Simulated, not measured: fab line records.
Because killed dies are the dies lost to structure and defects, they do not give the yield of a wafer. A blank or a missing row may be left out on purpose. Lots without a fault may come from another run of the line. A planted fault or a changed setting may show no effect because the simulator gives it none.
fab line records    flow sky130
record lots=7  wafers=21  last_day=49
route steps=708 shown LI_CONTACT@384 LOCAL_INTERCONNECT@387
lots with no fault: from the same line, run without faults
start_h: start of the lot's first displayed wafer, in hours after the record's first day    wait_h: time in hours since the lot's previous step    " as in the row above    L1.1+2: one row covering several wafers at once    - no value, or no start was given    * or withheld: withheld    < > ~ a bound
route shown NAME@n: names a module that has steps shown in the file, with the first one's number in the route    usual: the fault-free wafers' mean and standard deviation    same: alike in all rows    chamber/n: place in a boat    sites: each site's reading    _std_site: standard deviation of those values    _edge_site: mean of outer sites minus mean of inner sites    radius_mm: for every site, how far away it sits from the centre of the wafer    mask NAME#n: copy n    behind: tool/chamber where the wafer was last shaped    hold: why the lot was held/for how many hours/how that ended    device: the transistor (n, p or np) that didn't switch    end of line: the same wafers' tests at the end of the route    a step with no rows: only its recipe    killed: dies lost to structure and defects at the first sort, not the wafer's yield    map: shows each die of a wafer: x if killed, . if not, _ if none is there
set.NAME: setting as actually run; set.NAME@STEP: the setting as run at that earlier step    model.NAME: the simulator's own value behind a step, which no gauge read
certain route steps with their lots: each step a table, each wafer a row
services: when a tool's chamber went out of use (start_h, in hours from the record's first day, below 0 if earlier), for how many hours, and the reason
## steps
# step SKY_LI_CONTACT_RS_MEAS_22
# recipe thk_meas_gauge=four-point-probe  reads=W_of_LI_CONTACT_CVD_21+TiN_of_LI_CONTACT_SPUTTER_20+Ti_of_LI_CONTACT_SPUTTER_19
# usual LI_CONTACT_W_RS=0.2833/0.0028
lot.wafer  tool           chamber  start_h  wait_h  LI_CONTACT_W_RS[ohm/sq]
L706.2     film_metro-03  -        696.50   0.1     0.2889
L706.5     "              -        "        "       0.2865
L706.6     "              -        "        "       0.2855
L707.2     film_metro-04  -        706.02   0.2     0.2804
L707.3     "              -        "        "       0.2831
L707.5     "              -        "        "       0.2813
L711.1     film_metro-03  -        733.00   0.1     0.2845
L711.3     "              -        "        "       0.2870
L711.4     "              -        "        "       0.2863
L712.1     film_metro-01  -        739.25   0.1     0.2853
L712.4     "              -        "        "       0.2878
L712.5     "              -        "        "       0.2880
L713.1     film_metro-03  -        748.23   0.1     0.2820
L713.2     "              -        "        "       0.2804
L713.5     "              -        "        "       0.2827
L718.2     film_metro-01  -        791.80   0.1     0.2814
L718.3     "              -        "        "       0.2800
L718.6     "              -        "        "       0.2813
L721.2     film_metro-01  -        815.00   0.1     0.2838
L721.5     "              -        "        "       0.2796
L721.6     "              -        "        "       0.2840
# step SKY_LI_CONTACT_THK_MEAS_23
# recipe thk_meas_gauge=xrf  reads=W_of_LI_CONTACT_CVD_21
# usual LI_CONTACT_W_THK=405/6.1
lot.wafer  tool           chamber  start_h  wait_h  LI_CONTACT_W_THK[nm]
L706.2     film_metro-03  -        696.61   0.1     395
L706.5     "              -        "        "       398
L706.6     "              -        "        "       397
L707.2     film_metro-04  -        706.13   0.1     403
L707.3     "              -        "        "       399
L707.5     "              -        "        "       408
L711.1     film_metro-03  -        733.12   0.1     406
L711.3     "              -        "        "       403
L711.4     "              -        "        "       406
L712.1     film_metro-01  -        739.37   0.1     408
L712.4     "              -        "        "       403
L712.5     "              -        "        "       406
L713.1     film_metro-03  -        748.35   0.1     406
L713.2     "              -        "        "       409
L713.5     "              -        "        "       404
L718.2     film_metro-01  -        791.91   0.1     410
L718.3     "              -        "        "       413
L718.6     "              -        "        "       412
L721.2     film_metro-01  -        815.11   0.1     409
L721.5     "              -        "        "       414
L721.6     "              -        "        "       412
# step SKY_LI_CONTACT_CMP_24
# recipe stop_on=PSG  t_overpolish_s=20  down_force_psi=3.5  platen_rpm=60  target_thk_nm=0  pad_velocity_m_s=0.94248
# usual motor_current_A=11.1/0.89  overpolish_run_s=20.000/0.0081  platen_rpm=60.00/0.037  time_to_endpoint_s=99/3
# same t_overpolish_s=20
lot.wafer  tool    chamber  start_h  wait_h  motor_current_A  overpolish_run_s  platen_rpm  time_to_endpoint_s
L706.2     cmp-01  1        696.66   0.0     12.7             20.005            60.01       100
L706.6     "       1        "        "       11.8             19.993            60.08       99
L706.5     "       2        "        "       9.9              19.989            59.94       100
L707.2     cmp-02  1        706.23   0.1     11.5             20.008            59.98       97
L707.3     "       3        "        "       11.5             20.000            59.94       95
L707.5     "       1        "        "       12.0             20.000            60.00       100
L711.1     cmp-01  1        733.18   0.1     11.8             20.010            60.01       100
L711.3     "       2        "        "       10.0             19.992            60.00       100
L711.4     "       3        "        "       11.6             20.000            59.96       98
L712.1     cmp-02  1        739.71   0.3     11.5             20.016            59.95       102
L712.4     "       3        "        "       11.5             19.991            59.97       97
L712.5     "       0        "        "       9.4              20.004            59.98       100
L713.2     cmp-01  0        748.46   0.1     10.3             20.000            60.02       103
L713.1     "       2        "        "       10.2             19.993            59.95       106
L713.5     "       3        "        "       12.0             20.004            59.96       101
L718.2     cmp-01  1        791.96   0.0     12.2             20.003            59.96       99
L718.3     "       0        "        "       10.3             19.999            60.04       96
L718.6     "       1        "        "       12.8             20.004            59.99       99
L721.2     cmp-02  3        815.26   0.1     11.6             19.998            60.08       94
L721.6     "       1        "        "       11.6             19.997            59.97       95
L721.5     "       2        "        "       12.0             20.002            59.98       97
# step SKY_LOCAL_INTERCONNECT_SPUTTER_00
# recipe material=TiN  target_thk_nm=100  temp_c=300  power_w=6500  time_s=83.3  chamber_pressure_pa=0.4
# usual throttle_valve_pct=29.2/1.4
lot.wafer  tool            chamber  start_h  wait_h  throttle_valve_pct
L706.2     pvd_sputter-02  -        696.96   0.2     30.1
L706.5     "               -        "        "       26.4
L706.6     "               -        "        "       31.2
L707.2     pvd_sputter-03  -        706.48   0.2     29.2
L707.3     "               -        "        "       30.0
L707.5     "               -        "        "       28.8
L711.1     pvd_sputter-02  -        733.48   0.2     26.4
L711.3     "               -        "        "       31.3
L711.4     "               -        "        "       28.6
L712.1     pvd_sputter-03  -        739.96   0.2     30.3
L712.4     "               -        "        "       28.7
L712.5     "               -        "        "       28.6
L713.1     pvd_sputter-02  -        748.71   0.1     26.3
L713.2     "               -        "        "       31.2
L713.5     "               -        "        "       28.3
L718.2     pvd_sputter-04  -        792.26   0.2     30.9
L718.3     "               -        "        "       30.2
L718.6     "               -        "        "       30.9
L721.2     pvd_sputter-03  -        815.46   0.1     30.1
L721.5     "               -        "        "       27.7
L721.6     "               -        "        "       29.6
# step SKY_LOCAL_INTERCONNECT_RS_MEAS_01
# recipe thk_meas_gauge=four-point-probe  reads=TiN_of_LOCAL_INTERCONNECT_SPUTTER_00
# usual LOCAL_INTERCONNECT_TIN_RS=14.07/0.12
lot.wafer  tool           chamber  start_h  wait_h  LOCAL_INTERCONNECT_TIN_RS[ohm/sq]
L706.2     film_metro-02  -        697.04   0.1     13.98
L706.5     "              -        "        "       14.14
L706.6     "              -        "        "       14.22
L707.2     film_metro-02  -        706.57   0.1     14.13
L707.3     "              -        "        "       14.05
L707.5     "              -        "        "       14.06
L711.1     film_metro-01  -        733.54   0.0     14.11
L711.3     "              -        "        "       14.29
L711.4     "              -        "        "       14.31
L712.1     film_metro-03  -        740.02   0.0     14.04
L712.4     "              -        "        "       14.14
L712.5     "              -        "        "       14.05
L713.1     film_metro-03  -        748.77   0.0     14.02
L713.2     "              -        "        "       13.98
L713.5     "              -        "        "       14.02
L718.2     film_metro-01  -        792.34   0.1     14.08
L718.3     "              -        "        "       13.86
L718.6     "              -        "        "       14.06
L721.2     film_metro-03  -        815.54   0.1     14.09
L721.5     "              -        "        "       13.93
L721.6     "              -        "        "       13.98
# step SKY_LOCAL_INTERCONNECT_THK_MEAS_02
# recipe thk_meas_gauge=xrf  reads=TiN_of_LOCAL_INTERCONNECT_SPUTTER_00
# usual LOCAL_INTERCONNECT_TIN_THK=100.7/1.1
lot.wafer  tool           chamber  start_h  wait_h  LOCAL_INTERCONNECT_TIN_THK[nm]
L706.2     film_metro-02  -        697.15   0.1     101.5
L706.5     "              -        "        "       100.0
L706.6     "              -        "        "       99.2
L707.2     film_metro-02  -        706.68   0.1     100.2
L707.3     "              -        "        "       100.8
L707.5     "              -        "        "       100.4
L711.1     film_metro-01  -        733.66   0.1     100.1
L711.3     "              -        "        "       98.5
L711.4     "              -        "        "       98.6
L712.1     film_metro-03  -        740.14   0.1     101.4
L712.4     "              -        "        "       100.1
L712.5     "              -        "        "       101.3
L713.1     film_metro-03  -        748.89   0.1     101.5
L713.2     "              -        "        "       101.5
L713.5     "              -        "        "       101.9
L718.2     film_metro-01  -        792.45   0.1     100.6
L718.3     "              -        "        "       101.9
L718.6     "              -        "        "       101.3
L721.2     film_metro-03  -        815.65   0.1     101.6
L721.5     "              -        "        "       102.3
L721.6     "              -        "        "       101.5
# step SKY_LOCAL_INTERCONNECT_DEHYDRATE_03
# recipe temp_c=200  time_s=60
# step SKY_LOCAL_INTERCONNECT_HMDS_04
# recipe prime_time_s=60  prime_temp_c=120
# step SKY_LOCAL_INTERCONNECT_COAT_05
# recipe resist=BARC  temp_c=withheld  time_s=withheld  spin_rpm=3000  resist_thk_nm=60
# step SKY_LOCAL_INTERCONNECT_COAT_06
# recipe resist=KrF-thick  spin_rpm=3000  resist_thk_nm=450
# step SKY_LOCAL_INTERCONNECT_SOFTBAKE_07
# recipe temp_c=100  time_s=90  resist=KrF-thick
# step SKY_LOCAL_INTERCONNECT_EXPOSE_08
# recipe mask_id=LI1M  na=0.8  source_shape=annular  sigma_inner=0.55  sigma_outer=0.85  target_cd_nm=170  dose_mj=28
# step SKY_LOCAL_INTERCONNECT_PEB_09
# recipe peb_temp_c=withheld  peb_time_s=withheld  resist=KrF-thick
# usual chill_plate_temp_C=*  exhaust_pa=45.1/1
lot.wafer  tool            chamber  start_h  wait_h  chill_plate_temp_C  exhaust_pa
L706.2     litho_track-01  0        724      -       *                   45.5
L706.5     "               0        "        "       *                   44.9
L706.6     "               0        "        "       *                   43.8
L707.2     litho_track-04  0        734      -       *                   44.6
L707.3     "               0        "        "       *                   44.0
L707.5     "               0        "        "       *                   44.7
L711.1     litho_track-01  -        760      -       -                   -
L711.3     "               -        "        "       -                   -
L711.4     "               -        "        "       -                   -
L712.1     litho_track-01  -        767      -       -                   -
L712.4     "               -        "        "       -                   -
L712.5     "               -        "        "       -                   -
L713.1     litho_track-01  -        775      -       -                   -
L713.2     "               -        "        "       -                   -
L713.5     "               -        "        "       -                   -
L718.2     litho_track-03  0        818      -       *                   46.3
L718.3     "               0        "        "       *                   44.3
L718.6     "               0        "        "       *                   45.7
L721.2     litho_track-03  0        842      -       *                   47.8
L721.5     "               0        "        "       *                   45.6
L721.6     "               0        "        "       *                   46.5
# step SKY_LOCAL_INTERCONNECT_DEVELOP_10
# recipe develop_time_s=60  resist=KrF-thick  dev_temp_c=21
## services
tool            chamber  start_h  hours  kind
cmp-01          -        711.67   1.1    repair
pvd_sputter-04  -        723.35   2.1    repair
pvd_sputter-03  -        724.94   3.4    repair
pvd_sputter-02  -        738.18   6.3    repair
pvd_sputter-02  -        742.22   2.6    repair
cmp-02          -        744.11   4.0    pm
cmp-02          -        748.11   -      consumable_replace:conditioner
cmp-02          -        748.11   -      consumable_replace:pad
cmp-02          -        752.00   2.2    repair
cmp-01          -        765.61   1.4    repair
cmp-02          -        776.94   2.9    repair
pvd_sputter-02  -        782.67   3.3    repair
pvd_sputter-04  -        786.95   4.6    repair
pvd_sputter-03  -        821.12   5.7    repair
pvd_sputter-02  -        833.03   6.0    repair
## key
first_sign step=SKY_LOCAL_INTERCONNECT_PEB_09  reading=tool_record  direction=missing
effect none on later readings
met_at SKY_LOCAL_INTERCONNECT_PEB_09
struck_wafers L711.1,L711.3,L711.4,L712.1,L712.4,L712.5,L713.1,L713.2,L713.5
later_rows_left_out L711.1,L711.3,L711.4,L712.1,L712.4,L712.5,L713.1,L713.2,L713.5
sort_left_out L711.1,L711.3,L711.4,L712.1,L712.4,L712.5,L713.1,L713.2,L713.5
tester_left_out L711,L712,L713
onset_between 724 760
fault kind=skipped_step_whole  tool=litho_track-01  chamber=-  onset_h=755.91  steps=SKY_LOCAL_INTERCONNECT_PEB_09  scope=struck_lots_only
# tester_left_out: of these lots the tester's yield and bins aren't shown, on N5 and GAA mostly nor the transistor test; their killed dies are dies lost to structure and defects alone, not to doping, threshold or leakage, so they don't give the yield
# sort_left_out: the simulated sort isn't trusted on such a fault, so these wafers' sort isn't shown, and their yield isn't known
# later_rows_left_out: the simulator's readings of these wafers behind a module that went badly wrong aren't trusted and aren't shown, but for the sort
